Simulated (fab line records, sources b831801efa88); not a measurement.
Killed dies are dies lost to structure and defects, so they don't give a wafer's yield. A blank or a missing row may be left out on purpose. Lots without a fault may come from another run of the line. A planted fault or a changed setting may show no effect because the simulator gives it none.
fab line records | flow sky130 | part 2 of 2: steps 26 to 34 of 34
record lots=5 wafers=15 last_day=48
route steps=708 shown METAL4@637 VIA4@639 METAL5@661
lots that met no fault: from a run of the same line without faults
start_h: hours from the record's first day to the start of the lot's first wafer shown | wait_h: hours since the lot's step before | " the same as in the row above | L1.1+2: a row that stands for several wafers | - no value, or no start given | * or withheld: withheld | < > ~ a bound
route shown NAME@n: a module of which the file shows steps, and the number in the route of the first | usual: mean/standard deviation of fault-free wafers | same: alike in all rows | chamber/n: place in a boat | sites: the reading at each site | _std_site: their standard deviation | _edge_site: outer sites' mean less inner sites' | radius_mm: how far each site lies from the wafer's centre | mask NAME#n: copy n | behind: the tool/chamber that last shaped the wafer | hold: why the lot was held/for how many hours/how that ended | device: the transistor (n, p or np) that didn't switch | end of line: the same wafers' tests at the end of the route | a step without rows: its recipe alone | killed: dies lost to structure and defects at the first sort, not the wafer's yield | map: a wafer's dies, x killed, . not, _ none there
set.NAME: the setting as run; set.NAME@STEP: as run at that earlier step | model.NAME: the simulator's own value behind a step, which no gauge read
lots at some steps of the route; a table a step, a row a wafer
services: from which hour (start_h, from the record's first day; less than 0 if before it) a tool's chamber was out of use, for how many hours, and why
## steps
# step SKY_METAL5_SPUTTER_01
# recipe material=TiN target_thk_nm=20 power_w=6500 time_s=16.7 chamber_pressure_pa=0.4
# usual cathode_dc_power_W=6500.1/1.3 chamber_pressure_pa=0.3999/0.00078 throttle_valve_pct=30.3/1.1
# columns lot.wafer tool chamber start_h wait_h cathode_dc_power_W chamber_pressure_pa throttle_valve_pct
L074.2 pvd_sputter-01 - 1004.04 0.0 6501.5 0.4011 30.8
L074.3 " - " " 6501.4 0.4012 29.4
L074.4 " - " " 6499.9 0.4006 30.7
L079.3 pvd_sputter-02 - 1046.57 0.0 6500.6 0.4005 29.8
L079.4 " - " " 6500.5 0.4010 29.3
L079.5 " - " " 6501.0 0.4002 31.1
L081.3 pvd_sputter-01 - 1058.51 0.0 6499.4 0.3998 30.6
L081.4 " - " " 6497.9 0.3998 29.5
L081.6 " - " " 6499.4 0.4000 30.4
L082.3 pvd_sputter-02 - 1062.10 0.0 6498.9 0.4003 29.7
L082.4 " - " " 6501.7 0.4006 29.6
L082.5 " - " " 6498.8 0.4007 29.4
L089.1 pvd_sputter-04 - 1093.96 0.0 6498.5 0.4006 31.5
L089.4 " - " " 6501.2 0.4001 29.5
L089.6 " - " " 6498.6 0.4000 29.2
# step SKY_METAL5_SPUTTER_02
# recipe material=AlCu target_thk_nm=1150 power_w=10600 time_s=61.2 chamber_pressure_pa=0.4
# usual cathode_dc_power_W=10600/2.2 chamber_pressure_pa=0.4001/0.00082 throttle_valve_pct=30.3/1.1
# columns lot.wafer tool chamber start_h wait_h cathode_dc_power_W chamber_pressure_pa throttle_valve_pct
L074.2 pvd_sputter-01 - 1004.07 0.0 10599 0.4000 30.6
L074.3 " - " " 10597 0.4010 29.2
L074.4 " - " " 10598 0.4003 30.5
L079.3 pvd_sputter-02 - 1046.59 0.0 10598 0.3998 30.1
L079.4 " - " " 10601 0.3998 29.2
L079.5 " - " " 10603 0.4000 31.1
L081.3 pvd_sputter-01 - 1058.53 0.0 10599 0.3989 30.6
L081.4 " - " " 10601 0.4007 29.4
L081.6 " - " " 10600 0.3987 30.5
L082.3 pvd_sputter-02 - 1062.12 0.0 10600 0.4002 29.9
L082.4 " - " " 10602 0.4008 29.6
L082.5 " - " " 10598 0.4004 29.4
L089.1 pvd_sputter-04 - 1093.99 0.0 10602 0.4007 31.7
L089.4 " - " " 10599 0.3986 29.6
L089.6 " - " " 10602 0.3989 29.4
# step SKY_METAL5_SPUTTER_03
# recipe material=Ti target_thk_nm=5 power_w=3000 time_s=3.3 chamber_pressure_pa=0.4
# usual cathode_dc_power_W=3000.0/0.5 chamber_pressure_pa=0.4001/0.00076 throttle_valve_pct=30.3/1.1
# columns lot.wafer tool chamber start_h wait_h cathode_dc_power_W chamber_pressure_pa throttle_valve_pct
L074.2 pvd_sputter-01 - 1004.12 0.0 2999.5 0.3997 30.6
L074.3 " - " " 3000.0 0.3990 29.6
L074.4 " - " " 2999.8 0.4009 30.4
L079.3 pvd_sputter-02 - 1046.65 0.0 2999.6 0.4000 29.9
L079.4 " - " " 2999.7 0.4014 29.2
L079.5 " - " " 3000.7 0.4008 30.9
L081.3 pvd_sputter-01 - 1058.58 0.0 3000.2 0.3998 30.6
L081.4 " - " " 2999.7 0.3989 29.6
L081.6 " - " " 2999.4 0.3992 30.5
L082.3 pvd_sputter-02 - 1062.17 0.0 2999.5 0.3998 29.7
L082.4 " - " " 2999.8 0.4004 29.3
L082.5 " - " " 2999.7 0.3992 29.4
L089.1 pvd_sputter-04 - 1094.04 0.0 3000.1 0.4006 31.7
L089.4 " - " " 2999.7 0.4004 29.4
L089.6 " - " " 2999.9 0.3988 29.3
# step SKY_METAL5_SPUTTER_04
# recipe material=TiN target_thk_nm=70 power_w=6500 time_s=58.3 chamber_pressure_pa=0.4
# usual cathode_dc_power_W=6500.1/1.2 chamber_pressure_pa=0.4000/0.00077 throttle_valve_pct=30.3/1.1
# columns lot.wafer tool chamber start_h wait_h cathode_dc_power_W chamber_pressure_pa throttle_valve_pct
L074.2 pvd_sputter-01 - 1004.14 0.0 6499.7 0.4009 30.7
L074.3 " - " " 6498.8 0.4006 29.7
L074.4 " - " " 6499.4 0.4000 30.4
L079.3 pvd_sputter-02 - 1046.66 0.0 6503.1 0.3999 30.0
L079.4 " - " " 6498.3 0.4015 29.2
L079.5 " - " " 6502.6 0.3994 30.8
L081.3 pvd_sputter-01 - 1058.60 0.0 6499.3 0.3991 30.7
L081.4 " - " " 6499.6 0.4010 29.4
L081.6 " - " " 6500.4 0.3998 30.7
L082.3 pvd_sputter-02 - 1062.19 0.0 6498.5 0.3996 29.8
L082.4 " - " " 6498.1 0.4003 29.1
L082.5 " - " " 6499.4 0.4014 29.2
L089.1 pvd_sputter-04 - 1094.06 0.0 6502.5 0.4001 31.6
L089.4 " - " " 6500.9 0.4000 29.3
L089.6 " - " " 6498.1 0.4002 29.1
# step SKY_METAL5_RS_MEAS_05
# recipe thk_meas_gauge=four-point-probe reads=TiN_of_METAL5_SPUTTER_04+Ti_of_METAL5_SPUTTER_03+AlCu_of_METAL5_SPUTTER_02+TiN_of_METAL5_SPUTTER_01+Ti_of_METAL5_SPUTTER_00
# usual METAL5_ALCU_RS=0.0270/0.00034
# columns lot.wafer tool chamber start_h wait_h METAL5_ALCU_RS[ohm/sq]
L074.2 film_metro-02 - 1004.21 0.0 0.0272
L074.3 " - " " 0.0272
L074.4 " - " " 0.0271
L079.3 film_metro-03 - 1046.75 0.1 0.0270
L079.4 " - " " 0.0273
L079.5 " - " " 0.0273
L081.3 film_metro-02 - 1058.69 0.1 0.0271
L081.4 " - " " 0.0269
L081.6 " - " " 0.0270
L082.3 film_metro-03 - 1062.28 0.1 0.0274
L082.4 " - " " 0.0271
L082.5 " - " " 0.0272
L089.1 film_metro-03 - 1094.11 0.0 0.0268
L089.4 " - " " 0.0270
L089.6 " - " " 0.0270
# step SKY_METAL5_THK_MEAS_06
# recipe thk_meas_gauge=xrf reads=AlCu_of_METAL5_SPUTTER_02
# usual METAL5_ALCU_THK=1149/15
# columns lot.wafer tool chamber start_h wait_h METAL5_ALCU_THK[nm]
L074.2 film_metro-02 - 1004.32 0.1 1146
L074.3 " - " " 1146
L074.4 " - " " 1152
L079.3 film_metro-03 - 1046.85 0.1 1144
L079.4 " - " " 1129
L079.5 " - " " 1129
L081.3 film_metro-02 - 1058.79 0.1 1140
L081.4 " - " " 1157
L081.6 " - " " 1148
L082.3 film_metro-03 - 1062.38 0.1 1131
L082.4 " - " " 1146
L082.5 " - " " 1148
L089.1 film_metro-03 - 1094.23 0.1 1150
L089.4 " - " " 1144
L089.6 " - " " 1142
# step SKY_METAL5_DEHYDRATE_07
# recipe temp_c=200 time_s=60
# usual exhaust_pa=45.0/0.86
# columns lot.wafer tool chamber start_h wait_h exhaust_pa
L074.2 litho_track-03 0 1014.97 10.6 45.0
L074.3 " 0 " " 44.8
L074.4 " 0 " " 43.2
L079.3 litho_track-01 0 1057.10 10.2 45.7
L079.4 " 0 " " 45.2
L079.5 " 0 " " 44.5
L081.3 litho_track-01 0 1068.30 9.5 44.9
L081.4 " 0 " " 43.6
L081.6 " 0 " " 44.8
L082.3 litho_track-03 0 1072.14 9.7 44.3
L082.4 " 0 " " 44.5
L082.5 " 0 " " 44.2
L089.1 litho_track-03 0 1104.29 10.1 45.3
L089.4 " 0 " " 45.0
L089.6 " 0 " " 45.3
# step SKY_METAL5_HMDS_08
# recipe prime_time_s=60 prime_temp_c=120
# usual exhaust_pa=44.9/0.85
# columns lot.wafer tool chamber start_h wait_h exhaust_pa
L074.2 litho_track-03 0 1015.12 0.1 44.4
L074.3 " 0 " " 44.0
L074.4 " 0 " " 44.5
L079.3 litho_track-01 0 1057.25 0.1 45.9
L079.4 " 0 " " 45.8
L079.5 " 0 " " 44.6
L081.3 litho_track-01 0 1068.45 0.1 45.8
L081.4 " 0 " " 45.5
L081.6 " 0 " " 45.7
L082.3 litho_track-03 0 1072.29 0.1 43.5
L082.4 " 0 " " 45.1
L082.5 " 0 " " 44.4
L089.1 litho_track-03 0 1104.44 0.1 44.8
L089.4 " 0 " " 42.9
L089.6 " 0 " " 44.7
# step SKY_METAL5_COAT_09
# recipe resist=NOVOLAK spin_rpm=3000 resist_thk_nm=1800
# usual exhaust_pa=45.0/0.91
# columns lot.wafer tool chamber start_h wait_h exhaust_pa
L074.2 litho_track-03 0 1015.27 0.1 45.2
L074.3 " 0 " " 46.5
L074.4 " 0 " " 45.2
L079.3 litho_track-01 0 1057.40 0.1 45.8
L079.4 " 0 " " 45.1
L079.5 " 0 " " 45.3
L081.3 litho_track-01 0 1068.60 0.1 46.5
L081.4 " 0 " " 45.7
L081.6 " 0 " " 45.2
L082.3 litho_track-03 0 1072.44 0.1 44.6
L082.4 " 0 " " 44.6
L082.5 " 0 " " 46.3
L089.1 litho_track-03 0 1104.59 0.1 45.7
L089.4 " 0 " " 46.5
L089.6 " 0 " " 43.9
## services
# columns tool chamber start_h hours kind
plasma_asher-03 - 957.95 2.6 repair
hdpcvd-01 1 962.27 6.0 repair
pvd_sputter-01 - 975.62 1.3 repair
rie_diel-04 3 979.12 15.1 repair
wet_bench-02 - 979.34 33.8 pm
plasma_asher-03 - 985.45 2.0 repair
hdpcvd-01 2 990.68 2.6 repair
iline_stepper-02 - 1000.21 1.7 pm
rie_diel-04 - 1004.09 0.5 repair
plasma_asher-03 - 1015.32 1.2 repair
iline_stepper-02 - 1018.87 2.9 repair
hdpcvd-01 - 1020.85 0.3 repair
plasma_asher-03 - 1022.37 0.9 repair
cmp-01 - 1022.99 2.8 repair
rie_diel-04 1 1033.94 1.7 repair
cvd_w-01 0 1039.70 10.2 repair
cmp-02 - 1044.83 2.9 repair
wet_bench-01 - 1074.20 2.2 repair
pvd_sputter-02 - 1083.33 6.2 repair
cmp-02 - 1084.23 4.0 pm
cvd_w-01 1 1087.85 2.7 repair
wet_bench-01 - 1094.91 3.3 repair
hdpcvd-01 - 1100.62 4.3 pm
pvd_sputter-01 - 1101.55 2.7 repair
